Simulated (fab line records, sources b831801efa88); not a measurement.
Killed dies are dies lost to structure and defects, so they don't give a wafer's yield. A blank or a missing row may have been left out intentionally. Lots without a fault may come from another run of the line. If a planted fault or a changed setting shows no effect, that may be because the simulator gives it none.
Which of the tools did it? / flow gf180mcu / 11 lots with 33 wafers sampled at 4 steps, on a route of 602 steps

== WHAT THE GAUGES READ, wafer by wafer ==
GF_M1_RS_MEAS_05: the measuring method here is four-point-probe. Usual: M1_ALCU_RS gives 0.0695 ohm/sq (standard deviation 0.001).
lot=L680; measured=day 16 02:09; on=film metro-04; M1_ALCU_RS (ohm/sq)=0.0696 0.0696 0.0695; flag=
lot=L682; measured=day 16 22:43; on=film metro-01; M1_ALCU_RS (ohm/sq)=0.0683 0.0690 0.0679; flag=
lot=L684; measured=day 18 00:38; on=film metro-02; M1_ALCU_RS (ohm/sq)=0.0696 0.0698 0.0702; flag=
lot=L694; measured=day 21 23:11; on=film metro-04; M1_ALCU_RS (ohm/sq)=0.0701 0.0703 0.0701; flag=
lot=L695; measured=day 21 23:17; on=film metro-02; M1_ALCU_RS (ohm/sq)=0.0684 0.0687 0.0683; flag=
lot=L696; measured=day 22 11:56; on=film metro-01; M1_ALCU_RS (ohm/sq)=0.0689 0.0693 0.0692; flag=
lot=L698; measured=day 22 18:41; on=film metro-04; M1_ALCU_RS (ohm/sq)=0.0706 0.0704 0.0704; flag=
lot=L699; measured=day 23 04:07; on=film metro-01; M1_ALCU_RS (ohm/sq)=0.0706 0.0714 0.0708; flag=
lot=L700; measured=day 23 12:10; on=film metro-01; M1_ALCU_RS (ohm/sq)=0.0701 0.0702 0.0708; flag=
lot=L701; measured=day 23 19:53; on=film metro-01; M1_ALCU_RS (ohm/sq)=0.0696 0.0697 0.0692; flag=
lot=L702; measured=day 24 07:13; on=film metro-04; M1_ALCU_RS (ohm/sq)=0.0696 0.0701 0.0691; flag=

GF_V1_RS_MEAS_24: the measuring method here is four-point-probe. Usual: V1_W_RS gives 0.328 ohm/sq (standard deviation 0.0036).
lot=L680; measured=day 18 03:17; on=film metro-04; V1_W_RS (ohm/sq)=0.329 0.331 0.332; flag=
lot=L682; measured=day 19 00:24; on=film metro-04; V1_W_RS (ohm/sq)=0.331 0.334 0.334; flag=
lot=L684; measured=day 20 03:51; on=film metro-04; V1_W_RS (ohm/sq)=0.336 0.331 0.350; flag=OFF
lot=L694; measured=day 23 22:48; on=film metro-01; V1_W_RS (ohm/sq)=0.329 0.331 0.329; flag=
lot=L695; measured=day 23 23:31; on=film metro-04; V1_W_RS (ohm/sq)=0.326 0.327 0.325; flag=
lot=L696; measured=day 24 12:32; on=film metro-04; V1_W_RS (ohm/sq)=0.332 0.327 0.327; flag=
lot=L698; measured=day 24 18:49; on=film metro-03; V1_W_RS (ohm/sq)=0.329 0.333 0.328; flag=
lot=L699; measured=day 25 03:56; on=film metro-03; V1_W_RS (ohm/sq)=0.328 0.323 0.322; flag=
lot=L700; measured=day 25 11:14; on=film metro-03; V1_W_RS (ohm/sq)=0.329 0.324 0.324; flag=
lot=L701; measured=day 25 18:55; on=film metro-03; V1_W_RS (ohm/sq)=0.324 0.320 0.326; flag=
lot=L702; measured=day 26 05:00; on=film metro-03; V1_W_RS (ohm/sq)=0.326 0.329 0.331; flag=

GF_V1_THK_MEAS_25: measures by xrf. Usual: V1_W_THK gives 344 nm (standard deviation 4.8).
lot=L680; measured=day 18 03:23; on=film metro-04; V1_W_THK (nm)=343 344 340; flag=
lot=L682; measured=day 19 00:30; on=film metro-04; V1_W_THK (nm)=345 341 343; flag=
lot=L684; measured=day 20 03:58; on=film metro-04; V1_W_THK (nm)=342 347 327; flag=
lot=L694; measured=day 23 22:55; on=film metro-01; V1_W_THK (nm)=343 343 343; flag=
lot=L695; measured=day 23 23:38; on=film metro-04; V1_W_THK (nm)=350 347 350; flag=
lot=L696; measured=day 24 12:39; on=film metro-04; V1_W_THK (nm)=345 349 352; flag=
lot=L698; measured=day 24 18:55; on=film metro-03; V1_W_THK (nm)=347 344 347; flag=
lot=L699; measured=day 25 04:02; on=film metro-03; V1_W_THK (nm)=346 349 351; flag=
lot=L700; measured=day 25 11:22; on=film metro-03; V1_W_THK (nm)=345 350 349; flag=
lot=L701; measured=day 25 19:01; on=film metro-03; V1_W_THK (nm)=350 354 347; flag=
lot=L702; measured=day 26 05:06; on=film metro-03; V1_W_THK (nm)=343 340 340; flag=

== WHICH TOOL RAN EACH LOT (tool, then ch and the chambers of the sampled wafers, then the start) ==
lot=L680; GF_V1_CVD_23=cvd w-01 ch 0,1, day 18 03:09
lot=L682; GF_V1_CVD_23=cvd w-01 ch 0,1, day 19 00:17
lot=L684; GF_V1_CVD_23=cvd w-01 ch 0,1, day 20 03:43
lot=L694; GF_V1_CVD_23=cvd w-01 ch 0,1, day 23 22:41
lot=L695; GF_V1_CVD_23=cvd w-02 ch 0,1, day 23 23:24
lot=L696; GF_V1_CVD_23=cvd w-01 ch 0,1, day 24 12:25
lot=L698; GF_V1_CVD_23=cvd w-01 ch 0,1, day 24 18:41
lot=L699; GF_V1_CVD_23=cvd w-02 ch 0,1, day 25 03:48
lot=L700; GF_V1_CVD_23=cvd w-01 ch 0,1, day 25 11:07
lot=L701; GF_V1_CVD_23=cvd w-01 ch 0,1, day 25 18:46
lot=L702; GF_V1_CVD_23=cvd w-01 ch 0,1, day 26 04:53
- GF_V1_CVD_23: deposits W, target thk 350 nm, time 105.05 s.

== AS READ BY THE TOOLS THEMSELVES (means over the sampled wafers that have a number; for cases with no such wafer, the mark the record gives instead) ==
GF_V1_CVD_23. Usual: heater power w 836 W, standard deviation 71.
lot=L680; tool=cvd w-01; heater power w (W)=804; flag=
lot=L682; tool=cvd w-01; heater power w (W)=812; flag=
lot=L684; tool=cvd w-01; heater power w (W)=867; flag=
lot=L694; tool=cvd w-01; heater power w (W)=848; flag=
lot=L695; tool=cvd w-02; heater power w (W)=832; flag=
lot=L696; tool=cvd w-01; heater power w (W)=862; flag=
lot=L698; tool=cvd w-01; heater power w (W)=872; flag=
lot=L699; tool=cvd w-02; heater power w (W)=865; flag=
lot=L700; tool=cvd w-01; heater power w (W)=803; flag=
lot=L701; tool=cvd w-01; heater power w (W)=805; flag=
lot=L702; tool=cvd w-01; heater power w (W)=863; flag=

== THE ANSWER, worked out from the rows above alone ==
Rule: take the mean of a lot's wafers that have a number; if it is more than 3 standard deviations from the usual mean, the lot is off. Also off: a lot with no number at a reading for which 4 or more lots have one. Where the step has rows for the other lots, those lots are counted as sound. After the gauges, taken in route order, come the tools' own readings; for these a lot's mean is taken, as printed above. The first step at which some lot is off is used, and at that step the reading that is off furthest; a lot without a number counts as furthest.
Off: L684, seen at GF_V1_RS_MEAS_24 (V1_W_RS).
A tool fits if, at a process step before that reading, it ran every lot that is off, and no sound lot after the first of them. Those tools and the gauges at GF_V1_RS_MEAS_24 are tried in the same way. None of those tried fits.

== WHAT THE SIMULATOR HAD PUT IN ==
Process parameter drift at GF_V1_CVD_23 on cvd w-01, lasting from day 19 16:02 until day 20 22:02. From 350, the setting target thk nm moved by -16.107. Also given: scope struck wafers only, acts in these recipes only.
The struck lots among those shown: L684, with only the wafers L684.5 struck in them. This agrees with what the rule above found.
